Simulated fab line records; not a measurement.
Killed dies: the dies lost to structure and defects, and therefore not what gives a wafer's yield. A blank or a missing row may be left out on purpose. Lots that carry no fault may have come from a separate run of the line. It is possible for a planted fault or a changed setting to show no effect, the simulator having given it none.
Which tool was responsible? / flow sfq line / Sampling: 15 lots, 45 wafers, 4 of 325 route steps

WHAT EACH GAUGE READ, for each wafer
SFQ_I2_OVL_MEAS_918. Usual: I2_OVL gives -4 nm (standard deviation 6.5).
lot=L928; measured=day 29 06:58; on=overlay-01; I2_OVL (nm)=-7 -7 -7; flag=
lot=L930; measured=day 31 18:16; on=overlay-02; I2_OVL (nm)=-10 -2 -4; flag=
lot=L931; measured=day 32 06:16; on=overlay-01; I2_OVL (nm)=-15 -13 -4; flag=
lot=L933; measured=day 38 15:31; on=overlay-01; I2_OVL (nm)=-4 -9 -8; flag=
lot=L934; measured=day 39 04:43; on=overlay-01; I2_OVL (nm)=3 3 2; flag=
lot=L935; measured=day 39 15:02; on=overlay-02; I2_OVL (nm)=6 2 3; flag=
lot=L936; measured=day 40 03:03; on=overlay-01; I2_OVL (nm)=4 5 4; flag=
lot=L937; measured=day 40 07:50; on=overlay-02; I2_OVL (nm)=-3 -7 -5; flag=
lot=L938; measured=day 40 13:51; on=overlay-02; I2_OVL (nm)=-2 -4 6; flag=
lot=L939; measured=day 41 01:50; on=overlay-01; I2_OVL (nm)=0 5 -1; flag=
lot=L940; measured=day 41 11:22; on=overlay-01; I2_OVL (nm)=-5 -3 -13; flag=
lot=L942; measured=day 42 08:59; on=overlay-02; I2_OVL (nm)=-14 -10 -8; flag=
lot=L949; measured=day 46 11:23; on=overlay-01; I2_OVL (nm)=6 3 4; flag=
lot=L950; measured=day 46 13:47; on=overlay-02; I2_OVL (nm)=-12 -17 -15; flag=
lot=L951; measured=day 46 14:58; on=overlay-01; I2_OVL (nm)=-13 -16 -15; flag=

SFQ_M4_OVL_MEAS_926. Usual: M4_OVL gives -6 nm (standard deviation 6.8).
lot=L928; measured=day 47 15:02; on=overlay-01; M4_OVL (nm)=-6 -3 -5; flag=
lot=L930; measured=day 49 05:54; on=overlay-02; M4_OVL (nm)=4 -10 4; flag=
lot=L931; measured=day 49 09:02; on=overlay-02; M4_OVL (nm)=-3 -11 -11; flag=
lot=L933; measured=day 51 10:17; on=overlay-01; M4_OVL (nm)=-5 -8 -4; flag=
lot=L934; measured=day 51 17:29; on=overlay-02; M4_OVL (nm)=-3 -2 0; flag=
lot=L935; measured=day 52 04:17; on=overlay-01; M4_OVL (nm)=8 9 10; flag=
lot=L936; measured=day 52 15:05; on=overlay-01; M4_OVL (nm)=-5 -3 -3; flag=
lot=L937; measured=day 52 18:41; on=overlay-02; M4_OVL (nm)=-6 0 -3; flag=
lot=L938; measured=day 53 02:09; on=overlay-02; M4_OVL (nm)=-11 -6 -2; flag=
lot=L939; measured=day 53 09:20; on=overlay-01; M4_OVL (nm)=-15 -12 -16; flag=
lot=L940; measured=day 53 17:17; on=overlay-01; M4_OVL (nm)=-2 -4 -4; flag=
lot=L942; measured=day 54 05:19; on=overlay-01; M4_OVL (nm)=-10 -18 -19; flag=
lot=L949; measured=day 57 16:07; on=overlay-01; M4_OVL (nm)=6 3 -2; flag=
lot=L950; measured=day 57 17:18; on=overlay-01; M4_OVL (nm)=-9 -7 -6; flag=
lot=L951; measured=day 57 19:41; on=overlay-01; M4_OVL (nm)=-7 -12 -17; flag=

WHAT TOOL EACH LOT RAN ON (gives the tool, then ch and the chambers of the sampled wafers, and finally the start)
lot=L928; SFQ_TRILAYER_I2_VIA_ETCH_VIA_ETCH_070=rie diel-01 ch 2,3, day 29 07:04; SFQ_TRILAYER_I3_VIA_BARC_OPEN_VIA_ETCH_121=rie diel-03 ch 1,3, day 41 21:01
lot=L930; SFQ_TRILAYER_I2_VIA_ETCH_VIA_ETCH_070=rie diel-02 ch 0,1, day 31 18:20; SFQ_TRILAYER_I3_VIA_BARC_OPEN_VIA_ETCH_121=rie diel-04 ch 0,1,3, day 43 01:49
lot=L931; SFQ_TRILAYER_I2_VIA_ETCH_VIA_ETCH_070=rie diel-01 ch 0,2,3, day 32 06:20; SFQ_TRILAYER_I3_VIA_BARC_OPEN_VIA_ETCH_121=rie diel-03 ch 1,2, day 43 05:25
lot=L933; SFQ_TRILAYER_I2_VIA_ETCH_VIA_ETCH_070=rie diel-03 ch 1,2,3, day 38 15:35; SFQ_TRILAYER_I3_VIA_BARC_OPEN_VIA_ETCH_121=rie diel-03 ch 0,1,3, day 45 12:37
lot=L934; SFQ_TRILAYER_I2_VIA_ETCH_VIA_ETCH_070=rie diel-01 ch 0,3, day 39 04:47; SFQ_TRILAYER_I3_VIA_BARC_OPEN_VIA_ETCH_121=rie diel-03 ch 0,1,2, day 45 19:49
lot=L935; SFQ_TRILAYER_I2_VIA_ETCH_VIA_ETCH_070=rie diel-02 ch 0,1,2, day 39 15:07; SFQ_TRILAYER_I3_VIA_BARC_OPEN_VIA_ETCH_121=rie diel-03 ch 1,2,3, day 46 10:13
lot=L936; SFQ_TRILAYER_I2_VIA_ETCH_VIA_ETCH_070=rie diel-03 ch 0,1,2, day 40 03:07; SFQ_TRILAYER_I3_VIA_BARC_OPEN_VIA_ETCH_121=rie diel-01 ch 0,1, day 46 21:04
lot=L937; SFQ_TRILAYER_I2_VIA_ETCH_VIA_ETCH_070=rie diel-01 ch 0,3, day 40 07:55; SFQ_TRILAYER_I3_VIA_BARC_OPEN_VIA_ETCH_121=rie diel-03 ch 0,1,3, day 47 00:40
lot=L938; SFQ_TRILAYER_I2_VIA_ETCH_VIA_ETCH_070=rie diel-01 ch 1,2,3, day 40 13:55; SFQ_TRILAYER_I3_VIA_BARC_OPEN_VIA_ETCH_121=rie diel-03 ch 1,2, day 47 05:28
lot=L939; SFQ_TRILAYER_I2_VIA_ETCH_VIA_ETCH_070=rie diel-01 ch 0,1,2, day 41 01:55; SFQ_TRILAYER_I3_VIA_BARC_OPEN_VIA_ETCH_121=rie diel-03 ch 0,1, day 47 16:16
lot=L940; SFQ_TRILAYER_I2_VIA_ETCH_VIA_ETCH_070=rie diel-01 ch 1,2, day 41 11:27; SFQ_TRILAYER_I3_VIA_BARC_OPEN_VIA_ETCH_121=rie diel-03 ch 0,1, day 48 04:16
lot=L942; SFQ_TRILAYER_I2_VIA_ETCH_VIA_ETCH_070=rie diel-03 ch 1,2,3, day 42 09:03; SFQ_TRILAYER_I3_VIA_BARC_OPEN_VIA_ETCH_121=rie diel-03 ch 1,2, day 48 18:40
lot=L949; SFQ_TRILAYER_I2_VIA_ETCH_VIA_ETCH_070=rie diel-02 ch 0,2, day 46 11:27; SFQ_TRILAYER_I3_VIA_BARC_OPEN_VIA_ETCH_121=rie diel-03 ch 1,2,3, day 53 09:01
lot=L950; SFQ_TRILAYER_I2_VIA_ETCH_VIA_ETCH_070=rie diel-01 ch 0,2,3, day 46 13:51; SFQ_TRILAYER_I3_VIA_BARC_OPEN_VIA_ETCH_121=rie diel-04 ch 2,3, day 53 10:13
lot=L951; SFQ_TRILAYER_I2_VIA_ETCH_VIA_ETCH_070=rie diel-03 ch 0,2,3, day 46 15:03; SFQ_TRILAYER_I3_VIA_BARC_OPEN_VIA_ETCH_121=rie diel-01 ch 0,1,2, day 53 12:37
- SFQ_TRILAYER_I2_VIA_ETCH_VIA_ETCH_070: etches SiO2 in CHF3, stops on Nb, target depth 260 nm.
- SFQ_TRILAYER_I3_VIA_BARC_OPEN_VIA_ETCH_121: etches BARC in O2, target depth 125 nm, time 41.7 s.

WHAT THE TOOLS THEMSELVES READ (means of the sampled wafers that have a number; where no wafer has one, the mark that the record gives instead)
SFQ_TRILAYER_I2_VIA_ETCH_VIA_ETCH_070. Usual: drypump motor current A 5.8 A, standard deviation 0.43; oes product au 0.854 a.u., standard deviation 0.0052.
lot=L928; tool=rie diel-01; drypump motor current A (A)=6.0; oes product au (a.u.)=0.853; flag=
lot=L930; tool=rie diel-02; drypump motor current A (A)=5.5; oes product au (a.u.)=0.850; flag=
lot=L931; tool=rie diel-01; drypump motor current A (A)=6.0; oes product au (a.u.)=0.851; flag=
lot=L933; tool=rie diel-03; drypump motor current A (A)=5.9; oes product au (a.u.)=0.858; flag=
lot=L934; tool=rie diel-01; drypump motor current A (A)=5.9; oes product au (a.u.)=0.857; flag=
lot=L935; tool=rie diel-02; drypump motor current A (A)=5.3; oes product au (a.u.)=0.853; flag=
lot=L936; tool=rie diel-03; drypump motor current A (A)=5.9; oes product au (a.u.)=0.854; flag=
lot=L937; tool=rie diel-01; drypump motor current A (A)=6.0; oes product au (a.u.)=0.850; flag=
lot=L938; tool=rie diel-01; drypump motor current A (A)=5.8; oes product au (a.u.)=0.860; flag=
lot=L939; tool=rie diel-01; drypump motor current A (A)=5.8; oes product au (a.u.)=0.861; flag=
lot=L940; tool=rie diel-01; drypump motor current A (A)=5.6; oes product au (a.u.)=0.847; flag=
lot=L942; tool=rie diel-03; drypump motor current A (A)=5.9; oes product au (a.u.)=0.856; flag=
lot=L949; tool=rie diel-02; drypump motor current A (A)=5.3; oes product au (a.u.)=0.852; flag=
lot=L950; tool=rie diel-01; drypump motor current A (A)=6.0; oes product au (a.u.)=0.854; flag=
lot=L951; tool=rie diel-03; drypump motor current A (A)=5.4; oes product au (a.u.)=0.857; flag=

SFQ_TRILAYER_I3_VIA_BARC_OPEN_VIA_ETCH_121. Usual: drypump motor current A 5.8 A, standard deviation 0.52; oes product au 0.686 a.u., standard deviation 0.0046; run length s 70.0 s, standard deviation 0.55.
lot=L928; tool=rie diel-03; drypump motor current A (A)=6.3; oes product au (a.u.)=0.681; run length s (s)=70.0; flag=
lot=L930; tool=rie diel-04; drypump motor current A (A)=5.6; oes product au (a.u.)=0.687; run length s (s)=70.0; flag=
lot=L931; tool=rie diel-03; drypump motor current A (A)=6.0; oes product au (a.u.)=0.685; run length s (s)=70.1; flag=
lot=L933; tool=rie diel-03; drypump motor current A (A)=5.8; oes product au (a.u.)=0.686; run length s (s)=69.9; flag=
lot=L934; tool=rie diel-03; drypump motor current A (A)=5.9; oes product au (a.u.)=0.690; run length s (s)=70.5; flag=
lot=L935; tool=rie diel-03; drypump motor current A (A)=5.9; oes product au (a.u.)=0.685; run length s (s)=70.0; flag=
lot=L936; tool=rie diel-01; drypump motor current A (A)=5.8; oes product au (a.u.)=0.685; run length s (s)=69.9; flag=
lot=L937; tool=rie diel-03; drypump motor current A (A)=5.8; oes product au (a.u.)=0.691; run length s (s)=70.2; flag=
lot=L938; tool=rie diel-03; drypump motor current A (A)=6.1; oes product au (a.u.)=0.683; run length s (s)=70.4; flag=
lot=L939; tool=rie diel-03; drypump motor current A (A)=5.8; oes product au (a.u.)=0.676; run length s (s)=72.4; flag=OFF
lot=L940; tool=rie diel-03; drypump motor current A (A)=5.8; oes product au (a.u.)=0.663; run length s (s)=74.3; flag=OFF
lot=L942; tool=rie diel-03; drypump motor current A (A)=6.0; oes product au (a.u.)=0.673; run length s (s)=72.1; flag=OFF
lot=L949; tool=rie diel-03; drypump motor current A (A)=5.9; oes product au (a.u.)=0.687; run length s (s)=70.1; flag=
lot=L950; tool=rie diel-04; drypump motor current A (A)=5.9; oes product au (a.u.)=0.687; run length s (s)=70.2; flag=
lot=L951; tool=rie diel-01; drypump motor current A (A)=5.8; oes product au (a.u.)=0.687; run length s (s)=69.9; flag=

THE ANSWER, worked out from the rows above alone
Rule: a lot counts as off when the mean over its wafers that have a number is more than 3 standard deviations away from the usual mean. Also off: a lot with no number at a reading for which 4 or more lots have one. All remaining lots with rows at the step are treated as sound. First the gauges in route order, then the tools' own readings, where a lot's mean is used as printed above. At the first step where some lot is off, the reading lying furthest off is the one used; lots without a number count as furthest.
Off: L939, L940, L942 (SFQ_TRILAYER_I3_VIA_BARC_OPEN_VIA_ETCH_121, run length s).
If a tool, at that step or one of the process steps before it, ran each lot that is off and ran no sound lot following the first of them, it fits. None of those tried fits.

WHAT THE SIMULATOR HAD INSERTED
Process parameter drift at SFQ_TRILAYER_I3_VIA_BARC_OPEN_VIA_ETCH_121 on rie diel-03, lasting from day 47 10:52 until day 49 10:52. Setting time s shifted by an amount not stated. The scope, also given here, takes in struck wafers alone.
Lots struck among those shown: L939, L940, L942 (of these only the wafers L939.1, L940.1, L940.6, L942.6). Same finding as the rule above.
